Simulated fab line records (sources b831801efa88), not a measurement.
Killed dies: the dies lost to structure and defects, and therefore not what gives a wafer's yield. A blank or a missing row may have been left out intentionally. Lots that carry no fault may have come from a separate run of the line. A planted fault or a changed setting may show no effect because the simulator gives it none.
The tool behind it: which one? -- flow gf180mcu -- 42 wafers from 14 lots sampled at 4 of the route's 602 steps

## WHAT THE GAUGES READ, wafer by wafer
GF_STI_CD_MEAS_12 targets a cd of 220 nm.
lot,measured,on,cd nm (nm)
L434,day 2 01:26,cd sem-02,220.9 221.7 222.5
L437,day 2 21:01,cd sem-02,219.0 219.6 218.5
L438,day 2 23:05,cd sem-01,219.7 220.4 220.0
L441,day 3 14:16,cd sem-02,220.3 220.5 219.1
L443,day 3 23:35,cd sem-01,219.3 217.3 218.9
L445,day 4 10:52,cd sem-01,218.9 219.5 219.5
L449,day 5 05:53,cd sem-01,222.4 221.6 222.9
L450,day 5 11:53,cd sem-02,220.0 220.3 221.1
L452,day 5 22:42,cd sem-02,218.7 218.5 218.8
L453,day 6 02:54,cd sem-01,219.8 221.3 220.2
L454,day 6 07:55,cd sem-01,219.1 217.9 218.4
L455,day 6 13:49,cd sem-02,219.2 218.7 218.1
L456,day 6 19:29,cd sem-02,222.3 221.3 220.2
L457,day 6 23:32,cd sem-01,221.7 221.9 220.7

GF_NSD_CD_MEAS_07 targets a cd of 400 nm.
lot,measured,on,cd nm (nm)
L434,day 13 12:43,cd sem-02,405.8 404.8 407.5
L437,day 14 12:25,cd sem-01,404.5 402.8 403.1
L438,day 14 21:07,cd sem-01,398.9 400.5 397.9
L441,day 16 00:42,cd sem-01,279.5 281.6 281.2 279.9 281.8 281.1
L443,day 16 07:39,cd sem-01,281.8 280.5 277.6 282.4 280.4 277.7
L445,day 16 22:55,cd sem-01,401.2 402.8 401.7
L449,day 18 11:59,cd sem-02,396.5 396.8 397.9
L450,day 18 16:05,cd sem-02,396.6 394.2 397.1
L452,day 19 18:05,cd sem-02,401.3 403.6 403.1
L453,day 19 20:51,cd sem-02,399.1 397.5 399.3
L454,day 20 03:06,cd sem-01,400.6 402.6 402.9
L455,day 20 14:10,cd sem-02,402.0 403.2 402.9
L456,day 21 00:19,cd sem-02,401.8 398.9 402.6
L457,day 21 06:50,cd sem-01,399.5 398.9 400.6

GF_M1_RS_MEAS_05: measurement is done with a four-point probe.
lot,measured,on,M1_ALCU_RS (ohm/sq)
L434,day 16 08:31,film metro-02,0.0702 0.0705 0.0698
L437,day 17 10:52,film metro-02,0.0687 0.0704 0.0688
L438,day 17 19:45,film metro-02,0.0692 0.0708 0.0696
L445,day 20 02:25,film metro-02,0.0690 0.0691 0.0692
L449,day 21 16:31,film metro-01,0.0694 0.0687 0.0699
L450,day 21 20:44,film metro-02,0.0695 0.0702 0.0691
L452,day 22 22:22,film metro-02,0.0699 0.0691 0.0693
L453,day 22 23:10,film metro-01,0.0698 0.0695 0.0689
L454,day 23 05:43,film metro-01,0.0699 0.0693 0.0698
L455,day 23 16:31,film metro-04,0.0697 0.0703 0.0690
L456,day 24 02:32,film metro-01,0.0702 0.0694 0.0702
L457,day 24 07:43,film metro-02,0.0696 0.0686 0.0697

## WHAT TOOL EACH LOT RAN ON (gives the tool, then ch and the chambers of the sampled wafers, and finally the start)
lot,GF_NSD_DEVELOP_06
L434,"litho track-01 ch 0, day 13 12:34"
L437,"litho track-01 ch 0, day 14 12:16"
L438,"litho track-02 ch 0, day 14 20:59"
L441,"litho track-02 ch 0, day 16 00:33"
L443,"litho track-02 ch 0, day 16 07:30"
L445,"litho track-03 ch 0, day 16 22:46"
L449,"litho track-01 ch 0, day 18 11:50"
L450,"litho track-03 ch 0, day 18 15:57"
L452,"litho track-01 ch 0, day 19 17:56"
L453,"litho track-02 ch 0, day 19 20:42"
L454,"litho track-02 ch 0, day 20 02:57"
L455,"litho track-02 ch 0, day 20 13:54"
L456,"litho track-01 ch 0, day 21 00:10"
L457,"litho track-03 ch 0, day 21 06:42"
- GF_NSD_DEVELOP_06: develop time 60 s.

## AS READ BY THE TOOLS THEMSELVES (means over the sampled wafers that have a number; for cases with no such wafer, the mark the record gives instead)
GF_NSD_DEVELOP_06.
lot,tool,developer temp C (C)
L434,litho track-01,23.08
L437,litho track-01,23.17
L438,litho track-02,23.06
L441,litho track-02,23.14
L443,litho track-02,23.04
L445,litho track-03,22.95
L449,litho track-01,22.85
L450,litho track-03,23.02
L452,litho track-01,23.09
L453,litho track-02,22.95
L454,litho track-02,22.97
L455,litho track-02,22.95
L456,litho track-01,23.05
L457,litho track-03,23.14

## THE ANSWER, worked out from the rows above alone
Rule: the usual values come from the lots themselves. Put in order of their means at a reading, lots are off if they are a third of the lots or fewer, leave a main group of 4 or more, and stand apart from it by a gap of 3 or more times the standard deviation of the main group's means; of several such gaps the widest counts. A main group is skipped when, at the precision printed for the reading in the tables above, its means are all equal. A lot without any number at a reading at which 4 lots or more have one is off too. The other lots that the step has rows for count as sound. The gauges are gone through in route order, then the tools' own readings, and for those a lot's mean is taken as printed above. At the first step where some lot is off, the reading lying furthest off is the one used; lots without a number count as furthest.
Off: L441, L443, at GF_NSD_CD_MEAS_07 (cd nm). Mean 400.9 nm and standard deviation 2.7 in the main group.
A tool fits if, at a process step before that reading, it ran every lot that is off, and no sound lot after the first of them. Those tools and the gauges at GF_NSD_CD_MEAS_07 are tried in the same way. Not one of the candidates tried fits.

## WHAT THE SIMULATOR PUT IN
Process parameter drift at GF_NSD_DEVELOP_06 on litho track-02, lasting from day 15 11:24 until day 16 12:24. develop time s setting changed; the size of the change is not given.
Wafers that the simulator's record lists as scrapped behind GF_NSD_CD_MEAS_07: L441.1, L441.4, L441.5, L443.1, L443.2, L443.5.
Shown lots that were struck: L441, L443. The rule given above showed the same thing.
